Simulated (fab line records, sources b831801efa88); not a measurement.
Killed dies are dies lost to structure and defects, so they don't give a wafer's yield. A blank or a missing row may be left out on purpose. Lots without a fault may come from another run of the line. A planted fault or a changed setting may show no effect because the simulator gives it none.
fab line records | flow gf180mcu
record lots=5 wafers=15 last_day=33
route steps=602 shown NSD@245 PSD@248 SAB@264 SALICIDE@278 CONTACT@287
lots that met no fault: from a run of the same line without faults
start_h: hours from the record's first day to the start of the lot's first wafer shown | wait_h: hours since the lot's step before | " the same as in the row above | L1.1+2: a row that stands for several wafers | - no value, or no start given | * or withheld: withheld | < > ~ a bound
route shown NAME@n: a module of which the file shows steps, and the number in the route of the first | usual: mean/standard deviation of fault-free wafers | same: alike in all rows | chamber/n: place in a boat | sites: the reading at each site | _std_site: their standard deviation | _edge_site: outer sites' mean less inner sites' | radius_mm: how far each site lies from the wafer's centre | mask NAME#n: copy n | behind: the tool/chamber that last shaped the wafer | hold: why the lot was held/for how many hours/how that ended | device: the transistor (n, p or np) that didn't switch | end of line: the same wafers' tests at the end of the route | a step without rows: its recipe alone | killed: dies lost to structure and defects at the first sort, not the wafer's yield | map: a wafer's dies, x killed, . not, _ none there
set.NAME: the setting as run; set.NAME@STEP: as run at that earlier step | model.NAME: the simulator's own value behind a step, which no gauge read
lots at some steps of the route; a table a step, a row a wafer
services: from which hour (start_h, from the record's first day; less than 0 if before it) a tool's chamber was out of use, for how many hours, and why
## steps
# step GF_NSD_IMPLANT_10
# recipe species=P energy_kev=40 dose_cm2=5e+14 tilt_deg=7
# columns lot.wafer tool chamber start_h wait_h
L074.2+4+6 implanter-03 0 293.76 0.1
L076.1+5+6 implanter-02 0 310.04 0.1
L085.1+2+4 implanter-03 0 390.54 0.1
L092.1+2+6 implanter-04 0 442.35 0.1
L093.2+3+4 implanter-03 0 455.32 0.1
# step GF_NSD_STRIP_11
# recipe chemistry=O2/N2 power_w=1400 pressure_mtorr=1500 platen_temp_c=250 o2_flow_sccm=3000 n2_flow_sccm=300 overash_fraction=0.5
# usual drypump_motor_current_A=5.7/0.74 heater_power_w=340/52 oes_product_au=0.487/0.0051 strip_time_to_endpoint_s=22.97/0.04
# columns lot.wafer tool chamber start_h wait_h drypump_motor_current_A heater_power_w oes_product_au rf_hours_counter_h strip_time_to_endpoint_s
L074.2 plasma_asher-01 1 293.89 0.1 4.7 324 0.491 67 23.00
L074.4 " 0 " " 6.6 419 0.489 - 22.97
L074.6 " 1 " " 4.6 329 0.483 - 23.02
L076.1 plasma_asher-04 1 310.19 0.1 6.1 396 0.486 16 22.93
L076.5 " 1 " " 6.1 399 0.490 - 22.97
L076.6 " 0 " " 5.3 317 0.484 - 22.94
L085.1 plasma_asher-01 1 390.69 0.1 4.6 321 0.487 77 22.96
L085.2 " 0 " " 6.6 418 0.499 77 22.90
L085.4 " 1 " " 4.6 320 0.483 - 22.98
L092.1 plasma_asher-01 1 442.50 0.1 4.6 304 0.484 1 22.96
L092.2 " 0 " " 6.6 408 0.485 1 23.01
L092.6 " 0 " " 6.6 393 0.483 - 22.99
L093.2 plasma_asher-03 1 455.44 0.1 6.1 311 0.488 82 22.94
L093.3 " 1 " " 6.1 310 0.485 - 22.92
L093.4 " 0 " " 6.0 255 0.484 - 22.94
# step GF_NSD_TW_MEAS_12
# usual NSD_TW=4220/38
# columns lot.wafer tool chamber start_h wait_h NSD_TW
L074.2 film_metro-02 - 294.00 0.1 4260
L074.4 " - " " 4269
L074.6 " - " " 4268
L076.1 film_metro-02 - 310.29 0.1 4248
L076.5 " - " " 4219
L076.6 " - " " 4262
L085.1 film_metro-03 - 390.79 0.1 4232
L085.2 " - " " 4242
L085.4 " - " " 4230
L092.1 film_metro-01 - 442.60 0.1 4206
L092.2 " - " " 4212
L092.6 " - " " 4183
L093.2 film_metro-02 - 455.55 0.1 4243
L093.3 " - " " 4219
L093.4 " - " " 4244
# step GF_PSD_DEHYDRATE_00
# recipe temp_c=200 time_s=60
# columns lot.wafer tool chamber start_h wait_h
L074.2+4+6 litho_track-02 0 303.05 9.0
L076.1+5+6 litho_track-02 0 320.18 9.9
L085.1+2+4 litho_track-04 0 401.88 11.1
L092.1+2+6 litho_track-04 0 453.88 11.3
L093.2+3+4 litho_track-04 0 467.10 11.5
# step GF_PSD_HMDS_01
# recipe prime_time_s=60 prime_temp_c=120
# columns lot.wafer tool chamber start_h wait_h
L074.2+4+6 litho_track-02 0 303.20 0.1
L076.1+5+6 litho_track-02 0 320.33 0.1
L085.1+2+4 litho_track-04 0 402.03 0.1
L092.1+2+6 litho_track-04 0 454.03 0.1
L093.2+3+4 litho_track-04 0 467.25 0.1
# step GF_PSD_COAT_02
# recipe resist=NOVOLAK spin_rpm=3000 resist_thk_nm=1000
# columns lot.wafer tool chamber start_h wait_h
L074.2+4+6 litho_track-02 0 303.35 0.1
L076.1+5+6 litho_track-02 0 320.48 0.1
L085.1+2+4 litho_track-04 0 402.18 0.1
L092.1+2+6 litho_track-04 0 454.18 0.1
L093.2+3+4 litho_track-04 0 467.40 0.1
# step GF_PSD_SOFTBAKE_03
# recipe temp_c=90 time_s=60 resist=NOVOLAK
# columns lot.wafer tool chamber start_h wait_h
L074.2+4+6 litho_track-02 0 303.50 0.1
L076.1+5+6 litho_track-02 0 320.63 0.1
L085.1+2+4 litho_track-04 0 402.33 0.1
L092.1+2+6 litho_track-04 0 454.33 0.1
L093.2+3+4 litho_track-04 0 467.55 0.1
# step GF_PSD_EXPOSE_04
# recipe mask_id=Pplus target_cd_nm=400 na=0.6 source_shape=conventional sigma_outer=0.6 dose_mj=140
# columns lot.wafer tool chamber start_h wait_h mask
L074.2+4+6 iline_stepper-01 0 - - Pplus#0
L076.1+5+6 iline_stepper-02 0 - - Pplus#0
L085.1+2+4 iline_stepper-01 0 - - Pplus#0
L092.1+2+6 iline_stepper-01 0 - - Pplus#0
L093.2+3+4 iline_stepper-01 0 - - Pplus#0
# step GF_PSD_PEB_05
# recipe temp_c=withheld time_s=* resist=NOVOLAK
# columns lot.wafer tool chamber start_h wait_h
L074.2+4+6 litho_track-04 0 - -
L076.1+5+6 litho_track-02 0 - -
L085.1+2+4 litho_track-02 0 - -
L092.1+2+6 litho_track-04 0 - -
L093.2+3+4 litho_track-04 0 - -
# step GF_PSD_DEVELOP_06
# recipe develop_time_s=60 dev_temp_c=23
# columns lot.wafer tool chamber start_h wait_h
L074.2+4+6 litho_track-04 0 314.00 0.1
L076.1+5+6 litho_track-02 0 331.03 0.1
L085.1+2+4 litho_track-02 0 413.72 0.1
L092.1+2+6 litho_track-04 0 466.28 0.1
L093.2+3+4 litho_track-04 0 479.20 0.1
# step GF_PSD_CD_MEAS_07
# recipe target_cd_nm=400
# usual cd_nm=399.8/2.4
# columns lot.wafer tool chamber start_h wait_h cd_nm
L074.2 cd_sem-02 - 314.15 0.1 397.7
L074.4 " - " " 397.2
L074.6 " - " " 400.5
L076.1 cd_sem-01 - 331.18 0.1 401.6
L076.5 " - " " 401.7
L076.6 " - " " 401.2
L085.1 cd_sem-02 - 413.87 0.1 401.1
L085.2 " - " " 404.4
L085.4 " - " " 405.1
L092.1 cd_sem-01 - 466.43 0.1 398.1
L092.2 " - " " 399.6
L092.6 " - " " 399.0
L093.2 cd_sem-02 - 479.35 0.1 401.0
L093.3 " - " " 401.3
L093.4 " - " " 399.3
# step GF_PSD_OVL_MEAS_08
# usual PSD_OVL=-0.5/1.7
# columns lot.wafer tool chamber start_h wait_h PSD_OVL[nm]
L074.2 overlay-02 - 314.26 0.1 0.9
L074.4 " - " " 3.1
L074.6 " - " " 2.6
L076.1 overlay-01 - 331.30 0.1 0.8
L076.5 " - " " -1.3
L076.6 " - " " 0.9
L085.1 overlay-02 - 413.99 0.1 1.0
L085.2 " - " " 2.0
L085.4 " - " " -0.5
L092.1 overlay-01 - 466.55 0.1 -1.9
L092.2 " - " " 0.8
L092.6 " - " " -1.8
L093.2 overlay-01 - 479.45 0.1 0.3
L093.3 " - " " 0.6
L093.4 " - " " 0.6
# step GF_PSD_IMPLANT_09
# recipe species=BF2 energy_kev=40 dose_cm2=1.5e+15 tilt_deg=7
# columns lot.wafer tool chamber start_h wait_h
L074.2+4+6 implanter-01 0 314.31 0.0
L076.1+5+6 implanter-02 0 331.33 0.0
L085.1+2+4 implanter-01 0 414.03 0.0
L092.1+2+6 implanter-01 0 466.58 0.0
L093.2+3+4 implanter-01 0 479.51 0.0
# step GF_PSD_STRIP_10
# recipe chemistry=O2/N2 power_w=1400 pressure_mtorr=1500 platen_temp_c=250 o2_flow_sccm=3000 n2_flow_sccm=300 overash_fraction=0.5
# usual drypump_motor_current_A=5.9/0.54 heater_power_w=328/47 oes_product_au=0.592/0.0045 strip_time_to_endpoint_s=16.53/0.041
# columns lot.wafer tool chamber start_h wait_h drypump_motor_current_A heater_power_w oes_product_au rf_hours_counter_h strip_time_to_endpoint_s
L074.2 plasma_asher-03 0 314.44 0.1 6.0 262 0.592 66 16.57
L074.4 " 1 " " 6.1 304 0.596 - 16.60
L074.6 " 0 " " 6.0 268 0.592 - 16.58
L076.1 plasma_asher-03 1 331.48 0.1 6.1 300 0.595 68 16.51
L076.5 " 0 " " 6.0 267 0.592 - 16.51
L076.6 " 1 " " 6.1 306 0.588 - 16.52
L085.1 plasma_asher-02 0 414.18 0.1 5.6 377 0.593 62 16.53
L085.2 " 1 " " 6.2 343 0.592 62 16.51
L085.4 " 0 " " 5.6 368 0.600 - 16.56
L092.1 plasma_asher-01 0 466.73 0.1 6.6 396 0.596 4 16.49
L092.2 " 1 " " 4.6 302 0.590 4 16.48
L092.6 " 0 " " 6.6 403 0.597 - 16.45
L093.2 plasma_asher-03 1 479.63 0.1 6.1 301 0.588 85 16.56
L093.3 " 1 " " 6.1 299 0.593 - 16.56
L093.4 " 0 " " 6.0 258 0.589 - 16.57
# step GF_PSD_TW_MEAS_11
# usual PSD_TW=3156/29
# columns lot.wafer tool chamber start_h wait_h PSD_TW
L074.2 film_metro-01 - 314.55 0.1 3133
L074.4 " - " " 3143
L074.6 " - " " 3115
L076.1 film_metro-02 - 331.58 0.1 3216
L076.5 " - " " 3218
L076.6 " - " " 3219
L085.1 film_metro-03 - 414.28 0.1 3142
L085.2 " - " " 3147
L085.4 " - " " 3153
L092.1 film_metro-02 - 466.83 0.1 3188
L092.2 " - " " 3177
L092.6 " - " " 3181
L093.2 film_metro-02 - 479.74 0.1 3167
L093.3 " - " " 3175
L093.4 " - " " 3194
# step GF_PSD_CLEAN_12
# recipe chemistry=SC1/SC2 mix=1:4:20 temp_c=70 time_s=150 dry=n2_spin
# columns lot.wafer tool chamber start_h wait_h
L074.2+4+6 wet_bench-04 0 314.60 0.0
L076.1+5+6 wet_bench-02 0 331.64 0.1
L085.1+2+4 wet_bench-04 0 414.34 0.1
L092.1+2+6 wet_bench-02 1 466.89 0.1
L093.2+3+4 wet_bench-03 2 479.79 0.0
# step GF_PSD_RTA_13
# recipe temp_c=1025 time_s=20 ambient=N2
# usual lamp_power_pct=34/4.3 wafer_temp_C_max=1030.4/1.9
# columns lot.wafer tool chamber start_h wait_h lamp_power_pct wafer_temp_C_max
L074.2 rtp_anneal-02 0 314.66 0.0 37 1031.5
L074.4 " 0 " " 37 1031.1
L074.6 " 0 " " 37 1031.4
L076.1 rtp_anneal-01 0 331.69 0.0 29 1028.6
L076.5 " 0 " " 29 1027.9
L076.6 " 0 " " 29 1028.0
L085.1 rtp_anneal-02 0 414.39 0.0 37 1031.5
L085.2 " 0 " " 37 1031.8
L085.4 " 0 " " 37 1031.1
L092.1 rtp_anneal-01 0 466.95 0.0 29 1027.9
L092.2 " 0 " " 29 1028.7
L092.6 " 0 " " 29 1029.7
L093.2 rtp_anneal-02 0 479.87 0.0 37 1031.8
L093.3 " 0 " " 37 1031.6
L093.4 " 0 " " 37 1031.2
# step GF_PSD_RS_MEAS_14
# recipe thk_meas_gauge=four-point-probe
# usual NSD_RS=46.08/0.096
# columns lot.wafer tool chamber start_h wait_h NSD_RS[ohm/sq]
L074.2 film_metro-03 - 314.75 0.1 46.08
L074.4 " - " " 46.13
L074.6 " - " " 46.17
L076.1 film_metro-03 - 331.77 0.1 46.01
L076.5 " - " " 45.98
L076.6 " - " " 46.03
L085.1 film_metro-01 - 414.47 0.1 46.22
L085.2 " - " " 46.10
L085.4 " - " " 45.90
L092.1 film_metro-01 - 467.03 0.1 45.98
L092.2 " - " " 46.02
L092.6 " - " " 46.06
L093.2 film_metro-01 - 480.03 0.1 45.96
L093.3 " - " " 45.93
L093.4 " - " " 45.99
# step GF_PSD_RS_MEAS_15
# recipe thk_meas_gauge=four-point-probe
# usual PSD_RS=108.5/0.32
# columns lot.wafer tool chamber start_h wait_h PSD_RS[ohm/sq]
L074.2 film_metro-03 - 314.87 0.1 108.1
L074.4 " - " " 108.4
L074.6 " - " " 108.4
L076.1 film_metro-03 - 331.89 0.1 108.5
L076.5 " - " " 108.3
L076.6 " - " " 108.5
L085.1 film_metro-01 - 414.59 0.1 108.5
L085.2 " - " " 108.4
L085.4 " - " " 107.7
L092.1 film_metro-01 - 467.15 0.1 108.7
L092.2 " - " " 108.9
L092.6 " - " " 108.7
L093.2 film_metro-01 - 480.15 0.1 108.0
L093.3 " - " " 108.2
L093.4 " - " " 108.2
# step GF_SAB_CVD_00
# recipe material=SiO2 target_thk_nm=50 precursor=TEOS temp_c=400 time_s=4.9302 rf_w=600
# usual heater_power_w=635/81
# columns lot.wafer tool chamber start_h wait_h heater_power_w
L074.2 pecvd-04 2 314.97 0.1 614
L074.4 " 0 " " 651
L074.6 " 1 " " 606
L076.1 pecvd-03 1 332.01 0.1 682
L076.5 " 0 " " 728
L076.6 " 2 " " 485
L085.1 pecvd-02 0 414.71 0.1 640
L085.2 " 1 " " 754
L085.4 " 1 " " 746
L092.1 pecvd-04 1 467.27 0.1 770
L092.2 " 2 " " 537
L092.6 " 1 " " 773
L093.2 pecvd-02 0 480.25 0.1 583
L093.3 " 2 " " 607
L093.4 " 2 " " 613
# step GF_SAB_THK_MEAS_01
# recipe reads=SiO2_of_SAB_CVD_00
# usual SAB_CVD_00_THK=49.8/0.76
# columns lot.wafer tool chamber start_h wait_h SAB_CVD_00_THK[nm]
L074.2 film_metro-03 - 315.00 0.0 49.8
L074.4 " - " " 50.2
L074.6 " - " " 50.8
L076.1 film_metro-04 - 332.03 0.0 49.9
L076.5 " - " " 50.8
L076.6 " - " " 50.1
L085.1 film_metro-03 - 414.73 0.0 49.2
L085.2 " - " " 49.4
L085.4 " - " " 49.8
L092.1 film_metro-03 - 467.29 0.0 49.7
L092.2 " - " " 50.2
L092.6 " - " " 50.1
L093.2 film_metro-03 - 480.28 0.0 48.2
L093.3 " - " " 47.7
L093.4 " - " " 48.7
# step GF_SAB_DEHYDRATE_02
# recipe temp_c=200 time_s=60
# columns lot.wafer tool chamber start_h wait_h
L074.2+4+6 litho_track-02 0 324.55 9.5
L076.1+5+6 litho_track-03 0 342.14 10.1
L085.1+2+4 litho_track-03 0 426.24 11.5
L092.1+2+6 litho_track-02 0 478.52 11.2
L093.2+3+4 litho_track-04 0 491.35 11.1
# step GF_SAB_HMDS_03
# recipe prime_time_s=60 prime_temp_c=120
# columns lot.wafer tool chamber start_h wait_h
L074.2+4+6 litho_track-02 0 324.70 0.1
L076.1+5+6 litho_track-03 0 342.29 0.1
L085.1+2+4 litho_track-03 0 426.39 0.1
L092.1+2+6 litho_track-02 0 478.67 0.1
L093.2+3+4 litho_track-04 0 491.50 0.1
# step GF_SAB_COAT_04
# recipe resist=NOVOLAK spin_rpm=3000 resist_thk_nm=1000
# columns lot.wafer tool chamber start_h wait_h
L074.2+4+6 litho_track-02 0 324.85 0.1
L076.1+5+6 litho_track-03 0 342.44 0.1
L085.1+2+4 litho_track-03 0 426.54 0.1
L092.1+2+6 litho_track-02 0 478.82 0.1
L093.2+3+4 litho_track-04 0 491.65 0.1
# step GF_SAB_SOFTBAKE_05
# recipe temp_c=90 time_s=60 resist=NOVOLAK
# columns lot.wafer tool chamber start_h wait_h
L074.2+4+6 litho_track-02 0 325.00 0.1
L076.1+5+6 litho_track-03 0 342.59 0.1
L085.1+2+4 litho_track-03 0 426.69 0.1
L092.1+2+6 litho_track-02 0 478.97 0.1
L093.2+3+4 litho_track-04 0 491.80 0.1
# step GF_SAB_EXPOSE_06
# recipe mask_id=SAB target_cd_nm=420 na=0.6 source_shape=conventional sigma_outer=0.6 dose_mj=140
# columns lot.wafer tool chamber start_h wait_h mask
L074.2+4+6 iline_stepper-01 0 - - SAB#0
L076.1+5+6 iline_stepper-02 0 - - SAB#0
L085.1+2+4 iline_stepper-02 0 - - SAB#0
L092.1+2+6 iline_stepper-02 0 - - SAB#0
L093.2+3+4 iline_stepper-01 0 - - SAB#0
# step GF_SAB_PEB_07
# recipe temp_c=withheld time_s=* resist=NOVOLAK
# columns lot.wafer tool chamber start_h wait_h
L074.2+4+6 litho_track-04 0 - -
L076.1+5+6 litho_track-04 0 - -
L085.1+2+4 litho_track-02 0 - -
L092.1+2+6 litho_track-02 0 - -
L093.2+3+4 litho_track-02 0 - -
# step GF_SAB_DEVELOP_08
# recipe develop_time_s=60 dev_temp_c=23
# columns lot.wafer tool chamber start_h wait_h
L074.2+4+6 litho_track-04 0 336.05 0.1
L076.1+5+6 litho_track-04 0 353.18 0.1
L085.1+2+4 litho_track-02 0 438.62 0.1
L092.1+2+6 litho_track-02 0 490.72 0.1
L093.2+3+4 litho_track-02 0 503.60 0.1
# step GF_SAB_CD_MEAS_09
# recipe target_cd_nm=420
# usual cd_nm=420.7/2.4
# columns lot.wafer tool chamber start_h wait_h cd_nm
L074.2 cd_sem-01 - 336.20 0.1 421.0
L074.4 " - " " 419.3
L074.6 " - " " 422.1
L076.1 cd_sem-02 - 353.33 0.1 418.8
L076.5 " - " " 421.4
L076.6 " - " " 418.2
L085.1 cd_sem-01 - 438.77 0.1 424.0
L085.2 " - " " 424.3
L085.4 " - " " 423.4
L092.1 cd_sem-02 - 490.87 0.1 421.9
L092.2 " - " " 423.7
L092.6 " - " " 421.8
L093.2 cd_sem-01 - 503.74 0.1 416.7
L093.3 " - " " 418.5
L093.4 " - " " 420.2
# step GF_SAB_OVL_MEAS_10
# usual SAB_OVL=0.2/1.4
# columns lot.wafer tool chamber start_h wait_h SAB_OVL[nm]
L074.2 overlay-01 - 336.33 0.1 0.3
L074.4 " - " " 0.2
L074.6 " - " " 1.8
L076.1 overlay-01 - 353.45 0.1 1.3
L076.5 " - " " 0.4
L076.6 " - " " 1.6
L085.1 overlay-02 - 438.89 0.1 -0.7
L085.2 " - " " -2.0
L085.4 " - " " -1.3
L092.1 overlay-02 - 490.99 0.1 1.1
L092.2 " - " " 0.9
L092.6 " - " " -2.0
L093.2 overlay-02 - 503.85 0.1 -0.4
L093.3 " - " " 0.1
L093.4 " - " " 0.5
# step GF_SAB_ETCH_11
# recipe chemistry=C4F8/O2/Ar mask_material=NOVOLAK target=SiO2 target_depth_nm=55 source_w=1500 bias_w=1200 pressure_mtorr=40 c4f8_flow_sccm=withheld O2_flow_sccm=6 Ar_flow_sccm=300 time_s=8.5
# usual oes_product_au=1.001/0.01
# columns lot.wafer tool chamber start_h wait_h oes_product_au rf_hours_counter_h
L074.2 rie_diel-04 3 336.36 0.0 0.989 40
L074.4 " 3 " " 0.997 -
L074.6 " 2 " " 1.004 -
L076.1 rie_diel-03 2 353.49 0.0 0.989 57
L076.5 " 2 " " 0.980 -
L076.6 " 1 " " 0.992 -
L085.1 rie_diel-03 0 438.93 0.0 1.000 81
L085.2 " 3 " " 1.024 77
L085.4 " 1 " " 1.000 6
L092.1 rie_diel-01 1 491.03 0.0 0.999 13
L092.2 " 2 " " 1.010 4
L092.6 " 1 " " 1.008 -
L093.2 rie_diel-04 3 503.88 0.0 0.990 44
L093.3 " 0 " " 1.010 77
L093.4 " 2 " " 0.991 16
# step GF_SAB_WET_ETCH_12
# recipe chemistry=dHF target_depth_nm=22 dry=n2_spin target=SiO2 temp_c=25 dilution=100:1 time_s=440
# columns lot.wafer tool chamber start_h wait_h
L074.2+4+6 wet_bench-01 2 336.39 0.0
L076.1+5+6 wet_bench-04 3 353.54 0.0
L085.1+2+4 wet_bench-04 1 438.95 0.0
L092.1+2+6 wet_bench-01 1 491.05 0.0
L093.2+3+4 wet_bench-04 2 503.90 0.0
# step GF_SAB_STRIP_13
# recipe chemistry=O2/N2 power_w=1400 pressure_mtorr=1500 platen_temp_c=250 o2_flow_sccm=3000 n2_flow_sccm=300 overash_fraction=0.5
# usual drypump_motor_current_A=5.7/0.78 heater_power_w=356/41 oes_product_au=0.710/0.0043 strip_time_to_endpoint_s=12.62/0.037
# columns lot.wafer tool chamber start_h wait_h drypump_motor_current_A heater_power_w oes_product_au rf_hours_counter_h strip_time_to_endpoint_s
L074.2 plasma_asher-02 0 336.52 0.0 5.6 387 0.709 54 12.59
L074.4 " 0 " " 5.7 390 0.713 - 12.62
L074.6 " 1 " " 6.1 340 0.709 - 12.60
L076.1 plasma_asher-01 1 353.68 0.0 4.6 332 0.710 73 12.61
L076.5 " 1 " " 4.6 321 0.710 - 12.56
L076.6 " 0 " " 6.6 404 0.713 - 12.58
L085.1 plasma_asher-01 0 439.08 0.0 6.6 398 0.715 1 12.62
L085.2 " 1 " " 4.7 298 0.714 1 12.60
L085.4 " 0 " " 6.6 395 0.712 - 12.58
L092.1 plasma_asher-01 1 491.18 0.0 4.6 298 0.713 6 12.64
L092.2 " 0 " " 6.6 397 0.713 6 12.61
L092.6 " 1 " " 4.7 305 0.710 - 12.62
L093.2 plasma_asher-04 0 504.03 0.0 5.3 313 0.715 37 12.62
L093.3 " 0 " " 5.3 310 0.713 - 12.63
L093.4 " 1 " " 6.1 389 0.705 - 12.62
# step GF_SALICIDE_CLEAN_00
# recipe chemistry=SC1/SC2 mix=1:4:20 temp_c=70 time_s=150
# columns lot.wafer tool chamber start_h wait_h
L074.2+4+6 wet_bench-04 2 336.62 0.1
L076.1+5+6 wet_bench-03 1 353.78 0.1
L085.1+2+4 wet_bench-04 3 439.18 0.1
L092.1+2+6 wet_bench-03 2 491.28 0.1
L093.2+3+4 wet_bench-01 1 504.13 0.1
# step GF_SALICIDE_WET_ETCH_01
# recipe chemistry=dHF target_depth_nm=5 dry=ipa_marangoni target=SiO2 temp_c=25 dilution=100:1 time_s=100
# columns lot.wafer tool chamber start_h wait_h
L074.2+4+6 wet_bench-03 0 336.67 0.0
L076.1+5+6 wet_bench-04 2 353.83 0.0
L085.1+2+4 wet_bench-03 0 439.23 0.0
L092.1+2+6 wet_bench-01 0 491.33 0.0
L093.2+3+4 wet_bench-03 2 504.18 0.0
# step GF_SALICIDE_SPUTTER_02
# recipe material=Co target_thk_nm=10 power_w=1000 time_s=20 chamber_pressure_pa=0.4
# usual cathode_dc_power_W=1000.0/0.19 throttle_valve_pct=30.3/1.3
# columns lot.wafer tool chamber start_h wait_h cathode_dc_power_W throttle_valve_pct
L074.2 pvd_sputter-02 - 336.70 0.0 1000.0 32.5
L074.4 " - " " 1000.4 31.2
L074.6 " - " " 999.92 31.2
L076.1 pvd_sputter-04 - 353.87 0.0 1000.1 30.8
L076.5 " - " " 1000.1 30.0
L076.6 " - " " 1000.0 29.4
L085.1 pvd_sputter-03 - 439.27 0.0 999.84 28.2
L085.2 " - " " 1000.2 28.6
L085.4 " - " " 999.96 29.9
L092.1 pvd_sputter-04 - 491.37 0.0 999.96 29.1
L092.2 " - " " 1000.1 31.1
L092.6 " - " " 999.77 29.9
L093.2 pvd_sputter-04 - 504.22 0.0 1000.1 31.3
L093.3 " - " " 999.83 29.2
L093.4 " - " " 1000.2 31.0
# step GF_SALICIDE_SPUTTER_03
# recipe material=TiN target_thk_nm=20 power_w=6500 time_s=16.7 chamber_pressure_pa=0.4
# usual cathode_dc_power_W=6499.9/1.1 throttle_valve_pct=30.3/1.3
# columns lot.wafer tool chamber start_h wait_h cathode_dc_power_W throttle_valve_pct
L074.2 pvd_sputter-02 - 336.73 0.0 6501.4 32.7
L074.4 " - " " 6500.0 31.2
L074.6 " - " " 6499.5 31.1
L076.1 pvd_sputter-04 - 353.90 0.0 6499.5 31.2
L076.5 " - " " 6499.9 29.7
L076.6 " - " " 6499.1 29.3
L085.1 pvd_sputter-03 - 439.30 0.0 6499.4 28.1
L085.2 " - " " 6500.7 28.1
L085.4 " - " " 6498.5 29.9
L092.1 pvd_sputter-04 - 491.39 0.0 6499.8 29.1
L092.2 " - " " 6500.1 30.8
L092.6 " - " " 6500.0 30.0
L093.2 pvd_sputter-04 - 504.24 0.0 6499.5 31.1
L093.3 " - " " 6501.8 29.3
L093.4 " - " " 6500.2 31.0
# step GF_SALICIDE_RS_MEAS_04
# recipe thk_meas_gauge=four-point-probe reads=TiN_of_SALICIDE_SPUTTER_03+Co_of_SALICIDE_SPUTTER_02
# usual SALICIDE_TIN_RS=16.22/0.3
# columns lot.wafer tool chamber start_h wait_h SALICIDE_TIN_RS[ohm/sq]
L074.2 film_metro-03 - 336.78 0.0 16.01
L074.4 " - " " 16.64
L074.6 " - " " 16.53
L076.1 film_metro-02 - 353.93 0.0 16.19
L076.5 " - " " 16.45
L076.6 " - " " 16.43
L085.1 film_metro-04 - 439.32 0.0 16.15
L085.2 " - " " 15.98
L085.4 " - " " 16.61
L092.1 film_metro-02 - 491.42 0.0 16.87
L092.2 " - " " 16.50
L092.6 " - " " 16.61
L093.2 film_metro-03 - 504.29 0.0 16.31
L093.3 " - " " 15.91
L093.4 " - " " 15.71
# step GF_SALICIDE_THK_MEAS_05
# recipe thk_meas_gauge=xrf reads=TiN_of_SALICIDE_SPUTTER_03
# usual SALICIDE_TIN_THK=20.2/0.3
# columns lot.wafer tool chamber start_h wait_h SALICIDE_TIN_THK[nm]
L074.2 film_metro-03 - 336.89 0.1 20.5
L074.4 " - " " 19.9
L074.6 " - " " 20.1
L076.1 film_metro-02 - 354.05 0.1 20.0
L076.5 " - " " 20.1
L076.6 " - " " 20.1
L085.1 film_metro-04 - 439.44 0.1 20.2
L085.2 " - " " 19.9
L085.4 " - " " 19.7
L092.1 film_metro-02 - 491.54 0.1 20.5
L092.2 " - " " 20.6
L092.6 " - " " 20.4
L093.2 film_metro-03 - 504.40 0.1 20.4
L093.3 " - " " 20.7
L093.4 " - " " 20.9
# step GF_SALICIDE_RTA_06
# recipe temp_c=530 time_s=30 ambient=N2
# usual lamp_power_pct=5.7/0.75 wafer_temp_C_max=532.5/0.96
# columns lot.wafer tool chamber start_h wait_h lamp_power_pct wafer_temp_C_max
L074.2 rtp_anneal-01 0 336.95 0.1 5.2 531.4
L074.4 " 0 " " 5.2 531.2
L074.6 " 0 " " 5.2 531.5
L076.1 rtp_anneal-01 0 354.11 0.1 5.2 532.1
L076.5 " 0 " " 5.2 532.5
L076.6 " 0 " " 5.2 531.7
L085.1 rtp_anneal-02 0 439.50 0.1 6.8 533.4
L085.2 " 0 " " 6.8 533.6
L085.4 " 0 " " 6.8 533.4
L092.1 rtp_anneal-01 0 491.60 0.1 5.2 531.7
L092.2 " 0 " " 5.2 531.7
L092.6 " 0 " " 5.2 531.4
L093.2 rtp_anneal-02 0 504.47 0.1 6.8 535.2
L093.3 " 0 " " 6.8 533.9
L093.4 " 0 " " 6.8 534.5
# step GF_SALICIDE_WET_ETCH_07
# recipe chemistry=SPM target_depth_nm=120 dry=n2_spin
# columns lot.wafer tool chamber start_h wait_h
L074.2+4+6 wet_bench-01 0 337.04 0.1
L076.1+5+6 wet_bench-04 3 354.21 0.1
L085.1+2+4 wet_bench-01 3 439.60 0.1
L092.1+2+6 wet_bench-04 2 491.70 0.1
L093.2+3+4 wet_bench-04 0 504.55 0.1
# step GF_SALICIDE_RTA_08
# recipe temp_c=800 time_s=30 ambient=N2
# usual lamp_power_pct=17.5/2 wafer_temp_C_max=804.4/1.4
# columns lot.wafer tool chamber start_h wait_h lamp_power_pct wafer_temp_C_max
L074.2 rtp_anneal-02 0 337.14 0.0 18.8 804.3
L074.4 " 0 " " 18.8 804.4
L074.6 " 0 " " 18.8 804.4
L076.1 rtp_anneal-02 0 354.31 0.0 18.8 805.1
L076.5 " 0 " " 18.8 805.8
L076.6 " 0 " " 18.8 806.4
L085.1 rtp_anneal-01 0 439.69 0.0 14.4 801.9
L085.2 " 0 " " 14.4 802.4
L085.4 " 0 " " 14.4 802.7
L092.1 rtp_anneal-02 0 491.79 0.0 18.8 805.0
L092.2 " 0 " " 18.8 804.8
L092.6 " 0 " " 18.8 805.9
L093.2 rtp_anneal-01 0 504.66 0.0 14.4 802.8
L093.3 " 0 " " 14.4 801.9
L093.4 " 0 " " 14.4 804.1
# step GF_CONTACT_CVD_00
# recipe material=SiO2 target_thk_nm=300 sigma_open_frac=0.3 temp_c=400 time_s=50 sih4_flow_sccm=60 pressure_mtorr=6
# columns lot.wafer tool chamber start_h wait_h
L074.2+4+6 hdpcvd-01 1,2,1 337.23 0.1
L076.1+5+6 hdpcvd-01 2,2,1 354.41 0.1
L085.1+2+4 hdpcvd-02 0,2,1 439.79 0.1
L092.1+2+6 hdpcvd-01 0,2,2 491.89 0.1
L093.2+3+4 hdpcvd-02 2,0,1 504.74 0.1
## services
# columns tool chamber start_h hours kind
rtp_anneal-02 - 280.68 2.9 pm
pvd_sputter-03 - 280.74 3.6 repair
implanter-02 - 292.27 1.7 repair
implanter-02 - 301.62 4.3 pm
pvd_sputter-04 - 302.53 7.1 repair
pvd_sputter-04 - 320.02 5.8 repair
implanter-03 - 344.08 4.5 pm
iline_stepper-01 - 347.35 4.0 repair
plasma_asher-01 - 350.66 1.1 repair
hdpcvd-01 0 351.21 3.5 repair
implanter-03 - 360.19 4.6 pm
rtp_anneal-02 - 373.36 1.8 pm
implanter-03 - 381.13 3.9 repair
iline_stepper-02 - 395.64 4.4 pm
iline_stepper-02 - 412.61 2.1 pm
plasma_asher-01 - 421.34 9.0 pm
implanter-01 - 424.91 1.7 repair
iline_stepper-01 - 426.53 1.7 pm
plasma_asher-03 - 431.19 4.4 repair
implanter-01 - 440.48 3.8 pm
hdpcvd-01 - 446.23 3.4 repair
wet_bench-03 - 459.37 1.9 pm
iline_stepper-02 - 492.84 1.7 pm
hdpcvd-01 0 495.18 5.8 repair
## key
fault none
